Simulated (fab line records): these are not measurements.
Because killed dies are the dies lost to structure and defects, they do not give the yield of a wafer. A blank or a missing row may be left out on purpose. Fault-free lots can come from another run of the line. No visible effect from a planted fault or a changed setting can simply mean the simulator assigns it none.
Which tool did it? / flow sky130 / 33 wafers from 12 lots sampled at 6 of the route's 708 steps

== WHAT THE GAUGES READ, wafer by wafer ==
SKY_FIELD_ISO_THK_MEAS_04. Usual: FIELD_ISO_CVD_03_THK gives 165.8 nm (standard deviation 1.8).
lot=L633; measured=day 1 19:38; on=film-metro-01; FIELD_ISO_CVD_03_THK (nm)=168.8 168.7 167.8; flag=
lot=L638; measured=day 3 03:33; on=film-metro-04; FIELD_ISO_CVD_03_THK (nm)=164.5 164.7; flag=
lot=L639; measured=day 3 05:20; on=film-metro-01; FIELD_ISO_CVD_03_THK (nm)=163.7 162.8; flag=
lot=L640; measured=day 3 11:46; on=film-metro-04; FIELD_ISO_CVD_03_THK (nm)=163.6 164.9 166.0; flag=
lot=L641; measured=day 3 11:46; on=film-metro-01; FIELD_ISO_CVD_03_THK (nm)=164.6 165.0; flag=
lot=L644; measured=day 4 07:36; on=film-metro-03; FIELD_ISO_CVD_03_THK (nm)=165.6 166.3 163.9; flag=
lot=L648; measured=day 5 01:13; on=film-metro-04; FIELD_ISO_CVD_03_THK (nm)=166.7 166.6 167.0; flag=
lot=L649; measured=day 5 05:16; on=film-metro-03; FIELD_ISO_CVD_03_THK (nm)=166.1 165.0 166.9; flag=
lot=L650; measured=day 5 08:37; on=film-metro-03; FIELD_ISO_CVD_03_THK (nm)=168.6 167.6 168.2; flag=
lot=L651; measured=day 5 12:49; on=film-metro-04; FIELD_ISO_CVD_03_THK (nm)=167.8 166.2 166.1; flag=
lot=L653; measured=day 5 22:53; on=film-metro-03; FIELD_ISO_CVD_03_THK (nm)=169.7 168.6 169.2; flag=
lot=L654; measured=day 6 05:32; on=film-metro-01; FIELD_ISO_CVD_03_THK (nm)=167.6 166.3 167.2; flag=

SKY_VT_ADJUST_HVTP_CD_MEAS_07 targets a cd of 380 nm. Usual: cd-nm 379.9 nm, standard deviation 2.5.
lot=L633; measured=day 7 00:57; on=cd-sem-02; cd-nm (nm)=379.8 379.6 381.4; flag=
lot=L638; measured=day 8 19:17; on=cd-sem-01; cd-nm (nm)=382.8 380.5; flag=
lot=L639; measured=day 8 19:21; on=cd-sem-02; cd-nm (nm)=376.6 379.5; flag=
lot=L640; measured=day 9 03:43; on=cd-sem-02; cd-nm (nm)=385.5 384.1 382.7; flag=
lot=L641; measured=day 9 01:53; on=cd-sem-01; cd-nm (nm)=382.7 382.2; flag=
lot=L644; measured=day 9 14:38; on=cd-sem-02; cd-nm (nm)=377.9 381.1 380.4; flag=
lot=L648; measured=day 10 08:49; on=cd-sem-01; cd-nm (nm)=383.1 383.6 383.2; flag=
lot=L649; measured=day 10 19:14; on=cd-sem-02; cd-nm (nm)=379.7 380.4 379.9; flag=
lot=L650; measured=day 11 01:08; on=cd-sem-02; cd-nm (nm)=377.3 378.8 378.8; flag=
lot=L651; measured=day 11 04:30; on=cd-sem-01; cd-nm (nm)=375.6 376.9 379.1; flag=
lot=L653; measured=day 11 13:50; on=cd-sem-02; cd-nm (nm)=382.2 385.4 384.2; flag=
lot=L654; measured=day 11 22:15; on=cd-sem-01; cd-nm (nm)=380.5 380.5 379.4; flag=

SKY_CONTACT_RS_MEAS_25: measurement is done with a four-point probe. Usual: CONTACT_W_RS gives 0.336 ohm/sq (standard deviation 0.0031).
lot=L633; measured=day 32 21:33; on=film-metro-01; CONTACT_W_RS (ohm/sq)=0.338 0.335 0.341; flag=
lot=L638; measured=day 34 23:52; on=film-metro-03; CONTACT_W_RS (ohm/sq)=0.334 0.179; flag=OFF
lot=L639; measured=day 35 02:59; on=film-metro-04; CONTACT_W_RS (ohm/sq)=0.335 0.180; flag=OFF
lot=L640; measured=day 35 12:26; on=film-metro-04; CONTACT_W_RS (ohm/sq)=0.336 0.332 0.337; flag=
lot=L641; measured=day 35 10:24; on=film-metro-04; CONTACT_W_RS (ohm/sq)=0.180 0.340; flag=OFF
lot=L644; measured=day 36 22:50; on=film-metro-01; CONTACT_W_RS (ohm/sq)=0.336 0.333 0.332; flag=
lot=L648; measured=day 37 02:53; on=film-metro-04; CONTACT_W_RS (ohm/sq)=0.336 0.336 0.330; flag=
lot=L649; measured=day 37 13:35; on=film-metro-03; CONTACT_W_RS (ohm/sq)=0.328 0.333 0.331; flag=
lot=L650; measured=day 37 15:06; on=film-metro-01; CONTACT_W_RS (ohm/sq)=0.336 0.345 0.334; flag=
lot=L651; measured=day 37 16:41; on=film-metro-04; CONTACT_W_RS (ohm/sq)=0.339 0.338 0.339; flag=
lot=L653; measured=day 38 13:02; on=film-metro-01; CONTACT_W_RS (ohm/sq)=0.334 0.336 0.331; flag=
lot=L654; measured=day 38 17:36; on=film-metro-01; CONTACT_W_RS (ohm/sq)=0.339 0.335 0.336; flag=

SKY_CONTACT_THK_MEAS_26: measures by xrf. Usual: CONTACT_W_THK gives 350 nm (standard deviation 3.7).
lot=L633; measured=day 32 21:40; on=film-metro-01; CONTACT_W_THK (nm)=352 354 344; flag=
lot=L638; measured=day 34 23:59; on=film-metro-03; CONTACT_W_THK (nm)=352 -; flag=
lot=L639; measured=day 35 03:07; on=film-metro-04; CONTACT_W_THK (nm)=355 -; flag=
lot=L640; measured=day 35 12:32; on=film-metro-04; CONTACT_W_THK (nm)=353 355 352; flag=
lot=L641; measured=day 35 10:30; on=film-metro-04; CONTACT_W_THK (nm)=- 347; flag=
lot=L644; measured=day 36 22:58; on=film-metro-01; CONTACT_W_THK (nm)=348 351 351; flag=
lot=L648; measured=day 37 02:59; on=film-metro-04; CONTACT_W_THK (nm)=352 353 355; flag=
lot=L649; measured=day 37 13:41; on=film-metro-03; CONTACT_W_THK (nm)=358 354 354; flag=
lot=L650; measured=day 37 15:13; on=film-metro-01; CONTACT_W_THK (nm)=349 342 351; flag=
lot=L651; measured=day 37 16:49; on=film-metro-04; CONTACT_W_THK (nm)=347 350 349; flag=
lot=L653; measured=day 38 13:10; on=film-metro-01; CONTACT_W_THK (nm)=351 349 357; flag=
lot=L654; measured=day 38 17:43; on=film-metro-01; CONTACT_W_THK (nm)=345 352 350; flag=

== WHICH TOOL RAN EACH LOT (tool, then ch and the chambers of the sampled wafers, then the start) ==
lot=L633; SKY_FIELD_ISO_STRIP_16=plasma-asher-03 ch 0,1, day 2 08:19; SKY_CONTACT_CVD_24=cvd-w-01 ch 0,1, day 32 21:26
lot=L638; SKY_FIELD_ISO_STRIP_16=plasma-asher-02 ch 0, day 3 18:13; SKY_CONTACT_CVD_24=cvd-w-01 ch 0,1, day 34 23:45
lot=L639; SKY_FIELD_ISO_STRIP_16=plasma-asher-04 ch 0,1, day 3 20:43; SKY_CONTACT_CVD_24=cvd-w-01 ch 0, day 35 02:53
lot=L640; SKY_FIELD_ISO_STRIP_16=plasma-asher-02 ch 0,1, day 4 03:25; SKY_CONTACT_CVD_24=cvd-w-02 ch 0,1, day 35 12:18
lot=L641; SKY_FIELD_ISO_STRIP_16=plasma-asher-04 ch 0, day 4 03:48; SKY_CONTACT_CVD_24=cvd-w-01 ch 0,1, day 35 10:17
lot=L644; SKY_FIELD_ISO_STRIP_16=plasma-asher-03 ch 0,1, day 4 23:28; SKY_CONTACT_CVD_24=cvd-w-02 ch 0,1, day 36 22:44
lot=L648; SKY_FIELD_ISO_STRIP_16=plasma-asher-04 ch 0,1, day 5 19:01; SKY_CONTACT_CVD_24=cvd-w-02 ch 0,1, day 37 02:45
lot=L649; SKY_FIELD_ISO_STRIP_16=plasma-asher-02 ch 0,1, day 5 23:58; SKY_CONTACT_CVD_24=cvd-w-02 ch 0,1, day 37 13:29
lot=L650; SKY_FIELD_ISO_STRIP_16=plasma-asher-04 ch 0,1, day 6 03:16; SKY_CONTACT_CVD_24=cvd-w-02 ch 0,1, day 37 14:59
lot=L651; SKY_FIELD_ISO_STRIP_16=plasma-asher-03 ch 1, day 6 07:40; SKY_CONTACT_CVD_24=cvd-w-02 ch 0,1, day 37 16:35
lot=L653; SKY_FIELD_ISO_STRIP_16=plasma-asher-04 ch 1, day 6 17:40; SKY_CONTACT_CVD_24=cvd-w-02 ch 0, day 38 12:56
lot=L654; SKY_FIELD_ISO_STRIP_16=plasma-asher-02 ch 0,1, day 7 00:52; SKY_CONTACT_CVD_24=cvd-w-02 ch 0,1, day 38 17:29
- SKY_FIELD_ISO_STRIP_16: strips in O2/N2.
- SKY_CONTACT_CVD_24: deposits W, target thk 340 nm, time 102.12 s.

== AS READ BY THE TOOLS THEMSELVES (means over the sampled wafers that have a number; for cases with no such wafer, the mark the record gives instead) ==
SKY_FIELD_ISO_STRIP_16. Usual: drypump-motor-current-A 5.6 A, standard deviation 0.47; oes-product-au 0.378 a.u., standard deviation 0.005; strip-time-to-endpoint-s 3.539 s, standard deviation 0.025.
lot=L633; tool=plasma-asher-03; drypump-motor-current-A (A)=6.0; oes-product-au (a.u.)=0.377; strip-time-to-endpoint-s (s)=3.526; flag=
lot=L638; tool=plasma-asher-02; drypump-motor-current-A (A)=4.8; oes-product-au (a.u.)=0.382; strip-time-to-endpoint-s (s)=3.567; flag=
lot=L639; tool=plasma-asher-04; drypump-motor-current-A (A)=5.6; oes-product-au (a.u.)=0.376; strip-time-to-endpoint-s (s)=3.559; flag=
lot=L640; tool=plasma-asher-02; drypump-motor-current-A (A)=5.5; oes-product-au (a.u.)=0.382; strip-time-to-endpoint-s (s)=3.577; flag=
lot=L641; tool=plasma-asher-04; drypump-motor-current-A (A)=5.2; oes-product-au (a.u.)=0.378; strip-time-to-endpoint-s (s)=3.534; flag=
lot=L644; tool=plasma-asher-03; drypump-motor-current-A (A)=5.8; oes-product-au (a.u.)=0.374; strip-time-to-endpoint-s (s)=3.543; flag=
lot=L648; tool=plasma-asher-04; drypump-motor-current-A (A)=5.5; oes-product-au (a.u.)=0.377; strip-time-to-endpoint-s (s)=3.507; flag=
lot=L649; tool=plasma-asher-02; drypump-motor-current-A (A)=5.5; oes-product-au (a.u.)=0.377; strip-time-to-endpoint-s (s)=3.525; flag=
lot=L650; tool=plasma-asher-04; drypump-motor-current-A (A)=5.7; oes-product-au (a.u.)=0.377; strip-time-to-endpoint-s (s)=3.580; flag=
lot=L651; tool=plasma-asher-03; drypump-motor-current-A (A)=5.6; oes-product-au (a.u.)=0.383; strip-time-to-endpoint-s (s)=3.507; flag=
lot=L653; tool=plasma-asher-04; drypump-motor-current-A (A)=6.0; oes-product-au (a.u.)=0.378; strip-time-to-endpoint-s (s)=3.541; flag=
lot=L654; tool=plasma-asher-02; drypump-motor-current-A (A)=5.5; oes-product-au (a.u.)=0.376; strip-time-to-endpoint-s (s)=3.525; flag=

SKY_CONTACT_CVD_24. Usual: heater-power-w 869 W, standard deviation 52.
lot=L633; tool=cvd-w-01; heater-power-w (W)=801; flag=
lot=L638; tool=cvd-w-01; heater-power-w (W)=825; flag=
lot=L639; tool=cvd-w-01; heater-power-w (W)=760; flag=
lot=L640; tool=cvd-w-02; heater-power-w (W)=899; flag=
lot=L641; tool=cvd-w-01; heater-power-w (W)=833; flag=
lot=L644; tool=cvd-w-02; heater-power-w (W)=890; flag=
lot=L648; tool=cvd-w-02; heater-power-w (W)=892; flag=
lot=L649; tool=cvd-w-02; heater-power-w (W)=894; flag=
lot=L650; tool=cvd-w-02; heater-power-w (W)=907; flag=
lot=L651; tool=cvd-w-02; heater-power-w (W)=885; flag=
lot=L653; tool=cvd-w-02; heater-power-w (W)=922; flag=
lot=L654; tool=cvd-w-02; heater-power-w (W)=878; flag=

== THE ANSWER, worked out from the rows above alone ==
Rule: a lot counts as off when the mean over its wafers that have a number is more than 3 standard deviations away from the usual mean. Also off: a lot with no number at a reading for which 4 or more lots have one. All remaining lots with rows at the step are treated as sound. First the gauges in route order, then the tools' own readings, where a lot's mean is used as printed above. At the first step where some lot is off, the reading lying furthest off is the one used; lots without a number count as furthest.
Off: L638, L639, L641, seen at SKY_CONTACT_RS_MEAS_25 (CONTACT_W_RS).
A tool fits if, at a process step before that reading, it ran every lot that is off, and no sound lot after the first of them. Those tools and the gauges at SKY_CONTACT_RS_MEAS_25 are tried in the same way. One fits: SKY_CONTACT_CVD_24 on cvd-w-01. A fault onset in the window from L633 (day 32 21:26, its last sound lot) to L638 (day 34 23:45, its first lot off) fits.

== WHAT HAD BEEN PUT IN BY THE SIMULATOR ==
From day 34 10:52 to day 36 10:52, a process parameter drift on cvd-w-01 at SKY_CONTACT_CVD_24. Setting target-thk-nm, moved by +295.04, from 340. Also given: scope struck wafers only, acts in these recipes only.
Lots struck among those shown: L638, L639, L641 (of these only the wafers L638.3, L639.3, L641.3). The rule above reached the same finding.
